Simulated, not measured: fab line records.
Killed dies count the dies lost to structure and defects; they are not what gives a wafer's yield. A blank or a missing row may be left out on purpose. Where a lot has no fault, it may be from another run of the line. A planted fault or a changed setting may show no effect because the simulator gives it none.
8D (eight disciplines) problem report, filled in by code	flow sfq-line	the parts of the form that need people (team, actions taken, sign-off) are left out

== 1. WHAT IS WRONG ==
M1_NB_RS at SFQ_M1_RS_MEAS_909 reads a mean of 0.614 ohm/sq on 1 wafer of 1 lot; wafers without a fault read 0.885 ohm/sq with a standard deviation of 0.0094. That puts it -29 standard deviations away from the usual mean.
The step: measures by four-point-probe.
The first sign was on wafer L841.6 at day 14 21:27, on film-metro-04. The record holds 39 wafers of 13 lots with a number at this step. Rule for "out", or "out of limits": more than 4 standard deviations from the usual mean. All remaining wafers that have a number are taken as sound.

== 2. WHAT THIS IS AND IS NOT ==
question	is	is not
which readings at this step	M1_NB_RS	-
which lots	L841	L826, L827, L829, L832, L833, L834, L836, L838, L843, L846, L847, L849
which wafers of those lots	L841.6	L841.1, L841.4
read on which gauges	film-metro-04	film-metro-01, film-metro-02
when	from day 14 21:27	up to then (26 sound wafers); but 12 sound wafers of L843, L846, L847, L849 came after

== 3. WHAT RULES OUT EACH SUSPECT ==
Counting: if a tool at a process step up to the reading ran every lot that is out, it stays a suspect. Sound lots after the first of them don't rule it out here, since some wafers of a struck lot are sound.
- ruled out: the gauge at SFQ_M1_RS_MEAS_909. All the wafers that are out were read on film-metro-04, but those of them that SFQ_TRILAYER_M1_DEP_SPUTTER_037 has rows for are out there too, on other tools.
- rie-metal-04 at SFQ_TRILAYER_M0_BARC_OPEN_METAL_ETCH_031 (etches BARC in O2, target depth 125 nm, time 41.7 s): kept. It ran the lot that is out, L841 (day 11 12:22); its last sound lot up to then is L838 (day 10 14:46).
- pecvd-01 at SFQ_TRILAYER_I0_DEP_PECVD_027 (deposits SiO2 from SiH4/N2O, time 111.11 s, target thk 500 nm): kept. It ran the lot that is out, L841 (day 11 13:19); its last sound lot up to then is L833 (day 9 05:04).
- film-metro-03 at SFQ_TRILAYER_I0_METRO_MEASURE_029: kept. It ran the lot that is out, L841 (day 11 21:11); its last sound lot up to then is L836 (day 10 17:22).
- pvd-sputter-04 at SFQ_TRILAYER_M1_DEP_SPUTTER_037 (material Nb, target thk 200 nm, time 133.3 s): kept. It ran the lot that is out, L841 (day 14 21:22); its last sound lot up to then is L836 (day 13 14:05). Its own readings are out on those wafers: cathode-dc-power-W.
- Within pecvd-01 at SFQ_TRILAYER_I0_DEP_PECVD_027, the wafers that are out were processed in chamber 0 and their sound lot-mates in chamber 2.
Left after counting: rie-metal-04 at SFQ_TRILAYER_M0_BARC_OPEN_METAL_ETCH_031, pecvd-01 at SFQ_TRILAYER_I0_DEP_PECVD_027, film-metro-03 at SFQ_TRILAYER_I0_METRO_MEASURE_029, pvd-sputter-04 at SFQ_TRILAYER_M1_DEP_SPUTTER_037.

== 4. THE CAUSE (what the simulator had put in) ==
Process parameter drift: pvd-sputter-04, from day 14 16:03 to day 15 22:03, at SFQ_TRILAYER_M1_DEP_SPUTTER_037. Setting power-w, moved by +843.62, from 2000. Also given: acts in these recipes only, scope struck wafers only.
4 suspects survive the count, and this tool is in that group.

== 5. SEQUENCE OF EFFECTS, ordered by route ==
Rows list readings where the struck wafers' mean (over those with a number) sits beyond 3 standard deviations from the usual. Readings are gone through only where the record gives a usual standard deviation; hours: the median, over the lots, of the time from a lot's start at the first step in this table giving one to that lot's start at this step; sigmas: the change measured in usual standard deviations.
hours	step	reading	usual	on struck wafers	change	sigmas
0	SFQ_TRILAYER_M1_DEP_SPUTTER_037	cathode-dc-power-W	2000.0 W	2843.8	+843.8	+99 or more
0	SFQ_M1_RS_MEAS_909	M1_NB_RS	0.885 ohm/sq	0.614	-0.271	-29
89	SFQ_TRILAYER_M1_ETCH_METAL_ETCH_042	oes-product-au	0.896 a.u.	1.020	+0.124	+18
Its process steps:
- SFQ_TRILAYER_M1_DEP_SPUTTER_037: material Nb, target thk 200 nm, time 133.3 s.
- SFQ_TRILAYER_M1_ETCH_METAL_ETCH_042: etches Nb in Cl2/Ar, stops on SiO2, target depth 240 nm, time 120 s.

== 6. HOW IT WOULD HAVE BEEN CAUGHT EARLIER ==
5 hours passed between the start of the fault at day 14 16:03 and the first reading out of limits at a measuring or inspecting step in this record, taken at day 14 21:27.
The tool's own readings at SFQ_TRILAYER_M1_DEP_SPUTTER_037 were out on every struck wafer that the step has a row for (cathode-dc-power-W): an alarm limit on them would have fired on the first of those.
The start of SFQ_TRILAYER_M1_DEP_SPUTTER_037 on pvd-sputter-04 came by day 14 21:27 for every one of the lots that are out (1). Had the tool been put on hold then, not one of them would have been saved.
